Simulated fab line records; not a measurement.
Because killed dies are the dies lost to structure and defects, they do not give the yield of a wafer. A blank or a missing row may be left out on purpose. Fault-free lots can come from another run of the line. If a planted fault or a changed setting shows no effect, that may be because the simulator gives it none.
One fault through the eyes of 2 desks -- flow sky130 -- every desk sees just its own numbers, and what lay behind them comes last

== METROLOGY DESK ==
What the gauges read for every lot (on any tool): the sampled wafers with a number, averaged. Marked OUT: a lot whose mean sits more than 4 standard deviations from the usual mean, which makes it out of limits; the brackets give that distance.
Columns: A = CONTACT_BOW at SKY_CONTACT_BOW_MEAS_05, usual 83 um; B = METAL2_ALCU_RS at SKY_METAL2_RS_MEAS_05, usual 0.1269 ohm/sq
lot,first seen here,A,B
L472,day 29 22:02,84,0.1264
L473,day 30 10:16,84,0.1256
L474,day 30 23:28,84,0.1272
L476,day 31 17:13,83,0.1278
L478,day 32 07:02,86,0.1253
L486,day 34 22:41,81,0.1280
L487,day 35 00:33,78,0.1266
L490,day 36 00:00,81,0.1288
L491,day 36 08:04,78,0.1276
L492,day 36 19:48,77,0.1277
L494,day 37 03:38,87,0.1274
L495,day 37 17:56,80,0.1263
Result from this desk: across the 12 lots, nothing is out of limits.

== AT THE TOOL OWNER'S DESK: implanter-02 ==
For each lot that ran on this tool, the mean over its sampled wafers that have a number, from the tool's own readings at SKY_LDD_LDN_IMPLANT_10. Marked OUT: a lot whose mean sits more than 4 standard deviations from the usual mean, which makes it out of limits; the brackets give that distance.
Columns: A = beam energy keV at SKY_LDD_LDN_IMPLANT_10, usual 15.000; B = dose ions cm2 at SKY_LDD_LDN_IMPLANT_10, usual 1.25e+13; C = end station pressure torr at SKY_LDD_LDN_IMPLANT_10, usual 5.03e-06 Torr; D = faraday current uA at SKY_LDD_LDN_IMPLANT_10, usual 70.5; E = rotation deg at SKY_LDD_LDN_IMPLANT_10, usual 203.00 degrees
lot,first seen here,A,B,C,D,E
L473,day 22 21:08,14.999,1.25e+13,4.98e-06,69.0,202.98
L474,day 23 11:56,15.004,1.25e+13,5.00e-06,71.3,203.02
L476,day 24 08:14,15.003,1.92e+13 (+99 or more) OUT,4.89e-06,107.8 (+25) OUT,202.98
L478,day 24 21:41,15.001,1.92e+13 (+99 or more) OUT,4.98e-06,106.1 (+24) OUT,203.02
L486,day 27 18:43,14.998,1.25e+13,4.84e-06,71.9,203.01
L487,day 27 21:11,15.004,1.25e+13,5.12e-06,71.1,203.01
L491,day 29 05:19,15.000,1.25e+13,4.91e-06,70.3,203.02
L494,day 30 05:00,15.001,1.25e+13,5.16e-06,67.8,203.03
L495,day 30 21:16,15.000,1.25e+13,4.94e-06,68.7,202.98
This desk finds L476, L478 out of limits, L476 being first, at day 24 08:14 (dose ions cm2 at SKY_LDD_LDN_IMPLANT_10). L473, L474, L486, L487, L491, L494, L495 stayed within limits.

== TAKEN TOGETHER ==
At day 24 08:14, on L476, L478, the tool owner's desk was in a position to raise an alarm.
At the metrology desk, nothing out of limits was observed.
The metrology desk has L476, L478 on record, within its limits.
Of the lots named, all ran SKY_LDD_LDN_IMPLANT_10 on implanter-02.

== WHAT THE SIMULATOR PUT IN ==
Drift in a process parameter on implanter-02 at SKY_LDD_LDN_IMPLANT_10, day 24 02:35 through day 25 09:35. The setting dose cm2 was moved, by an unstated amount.
Lots struck among those shown: L476, L478.
How many hours passed from the start of the fault until each desk's first out-of-limits reading: the tool owner's desk, 6.
